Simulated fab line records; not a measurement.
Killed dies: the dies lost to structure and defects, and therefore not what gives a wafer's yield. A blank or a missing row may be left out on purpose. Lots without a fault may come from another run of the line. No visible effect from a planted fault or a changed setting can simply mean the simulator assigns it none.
Which tool is to blame? ; flow sky130 ; 13 lots, 39 wafers sampled, at 3 steps of a route of 708

WHAT THE GAUGES READ, wafer by wafer
The record holds no reading of a measuring or inspecting step that can be judged against a usual standard deviation.

EACH LOT AND THE TOOL THAT RAN IT (in order: tool; ch and the chambers of the sampled wafers; start)
lot;SKY_METAL4_ETCH_16;SKY_METAL4_STRIP_19;SKY_PAD_OPEN_PROBE_99
L846;rie metal-01 ch 0,1, day 41 14:41;plasma asher-04 ch 0, day 41 15:09;-
L847;rie metal-03 ch 0,1, day 41 16:17;plasma asher-01 ch 0,1, day 41 16:35;-
L848;rie metal-03 ch 0, day 42 01:50;plasma asher-01 ch 1, day 42 02:13;-
L849;rie metal-02 ch 0,1, day 42 05:47;plasma asher-04 ch 0, day 42 06:05;-
L850;rie metal-03 ch 0,1, day 42 18:32;plasma asher-03 ch 0,1, day 42 18:50;-
L851;rie metal-02 ch 0,1, day 43 03:00;plasma asher-03 ch 0,1, day 43 03:17;-
L853;rie metal-01 ch 0,1, day 43 16:46;plasma asher-01 ch 0,1, day 43 17:04;-
L855;rie metal-01 ch 0, day 44 11:29;plasma asher-01 ch 1, day 44 11:47;-
L856;rie metal-03 ch 0,1, day 44 18:18;plasma asher-01 ch 0,1, day 44 18:35;-
L857;rie metal-02 ch 0,1, day 44 23:33;plasma asher-03 ch 0,1, day 44 23:50;-
L858;rie metal-03 ch 0,1, day 45 02:45;plasma asher-03 ch 0,1, day 45 03:02;-
L859;rie metal-03 ch 1, day 45 20:07;plasma asher-04 ch 1, day 45 20:24;-
L860;rie metal-03 ch 0,1, day 46 05:11;plasma asher-04 ch 0,1, day 46 05:29;prober-02, day 49 16:28
- SKY_METAL4_ETCH_16: etches BARC in N2/H2, stops on SiO2, time 88.2 s, target depth 60 nm.
- SKY_METAL4_STRIP_19: strips in O2/N2.
- SKY_PAD_OPEN_PROBE_99

AS READ BY THE TOOLS THEMSELVES (means over the sampled wafers that have a number; for cases with no such wafer, the mark the record gives instead)
SKY_METAL4_ETCH_16. Usual: chamber pressure mTorr 29.995 mTorr, standard deviation 0.026; drypump motor current A 5.80 A, standard deviation 0.23; oes product au 0.625 a.u., standard deviation 0.0045; run length s 116.6 s, standard deviation 0.32; throttle valve pct 13.205 %, standard deviation 0.0092.
lot;tool;chamber pressure mTorr (mTorr);drypump motor current A (A);oes product au (a.u.);run length s (s);throttle valve pct (%);flag
L846;rie metal-01;30.018;5.92;0.626;116.4;13.200;
L847;rie metal-03;30.015;5.77;0.625;116.6;13.211;
L848;rie metal-03;29.991;5.51;0.631;116.6;13.198;
L849;rie metal-02;30.007;5.96;0.624;116.9;13.207;
L850;rie metal-03;29.989;5.63;0.630;116.6;13.215;
L851;rie metal-02;29.971;6.00;0.625;116.4;13.213;
L853;rie metal-01;30.004;5.92;0.629;116.4;13.197;
L855;rie metal-01;29.990;6.01;0.626;116.7;13.200;
L856;rie metal-03;29.982;5.67;0.622;116.6;13.200;
L857;rie metal-02;29.978;5.98;0.627;116.5;13.208;
L858;rie metal-03;30.024;5.78;0.623;116.8;13.208;
L859;rie metal-03;29.985;5.95;0.622;116.8;13.202;
L860;rie metal-03;30.013;5.79;0.730;105.6;13.215;OFF

SKY_METAL4_STRIP_19. Usual: chamber pressure mTorr 1499.9 mTorr, standard deviation 1.3; drypump motor current A 6.14 A, standard deviation 0.21; oes product au 0.501 a.u., standard deviation 0.0059; strip time to endpoint s 6.53 s, standard deviation 0.084.
lot;tool;chamber pressure mTorr (mTorr);drypump motor current A (A);oes product au (a.u.);strip time to endpoint s (s);flag
L846;plasma asher-04;1500.0;6.36;0.499;6.56;
L847;plasma asher-01;1500.2;6.19;0.500;6.40;
L848;plasma asher-01;1499.4;6.37;0.503;6.56;
L849;plasma asher-04;1500.6;6.34;0.494;6.32;
L850;plasma asher-03;1498.6;6.10;0.494;6.49;
L851;plasma asher-03;1498.8;6.09;0.504;6.51;
L853;plasma asher-01;1499.6;6.02;0.506;6.56;
L855;plasma asher-01;1499.2;6.39;0.498;6.46;
L856;plasma asher-01;1500.8;6.01;0.496;6.54;
L857;plasma asher-03;1500.7;6.03;0.497;6.47;
L858;plasma asher-03;1500.6;6.04;0.501;6.52;
L859;plasma asher-04;1498.9;6.26;0.500;6.55;
L860;plasma asher-04;1499.5;6.28;0.506;6.61;

SKY_PAD_OPEN_PROBE_99. Usual: defect limited yield 82.7 %, standard deviation 1.8; killed_at_M0_to_M3 44, standard deviation 6.8; killed_at_M4_up 3.2, standard deviation 1.7; killed at contacts 24, standard deviation 4.9; killed at front end 14, standard deviation 4.1; killed at other 0.2, standard deviation 0.51; killed dies 85, standard deviation 8.7; killed open 46, standard deviation 6.8; killed short 39, standard deviation 6.1; sort_bin_3_pad_short 0.9 %, standard deviation 0.43; sort_bin_5_function 10.1 %, standard deviation 1.4; sort_bin_6_memory 6.3 %, standard deviation 1.1; sort n pass 407, standard deviation 8.7; sort yield pct 82.7 %, standard deviation 1.8.
lot;tool;defect limited yield (%);killed_at_M0_to_M3;killed_at_M4_up;killed at contacts;killed at front end;killed at other;killed dies;killed open;killed short;sort_bin_3_pad_short (%);sort_bin_5_function (%);sort_bin_6_memory (%);sort n pass;sort yield pct (%);flag
L860;prober-02;80.5;48;3.0;27;18;0.0;96;51;45;0.2;12.0;7.3;396;80.5;

THE ANSWER, worked out from the rows above alone
Rule: a lot is off if the mean of its wafers that have a number lies more than 3 standard deviations from the usual mean. Also off: a lot with no number at a reading for which 4 or more lots have one. Where the step has rows for the other lots, those lots are counted as sound. First the gauges in route order, then the tools' own readings, where a lot's mean is used as printed above. The first step at which some lot is off is used, and at that step the reading that is off furthest; a lot without a number counts as furthest.
Off: L860, at SKY_METAL4_ETCH_16 (run length s).
A tool fits if, at that step or a process step before it, it ran every lot that is off, and no sound lot after the first of them. One fits: rie metal-03 at SKY_METAL4_ETCH_16. A fault onset in the window from L859 (day 45 20:07, its last sound lot) to L860 (day 46 05:11, its first lot off) fits.
The tool's own readings at SKY_METAL4_ETCH_16 bear it out: on the lots that are off they differ by more than 5 times the standard deviation of the sound lots' means. oes product au reads 0.730 a.u. there against 0.626 a.u. on the sound lots; run length s reads 105.6 s there against 116.6 s on the sound lots.

WHAT HAD BEEN PUT IN BY THE SIMULATOR
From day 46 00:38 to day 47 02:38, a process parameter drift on rie metal-03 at SKY_METAL4_ETCH_16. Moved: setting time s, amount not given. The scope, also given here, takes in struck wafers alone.
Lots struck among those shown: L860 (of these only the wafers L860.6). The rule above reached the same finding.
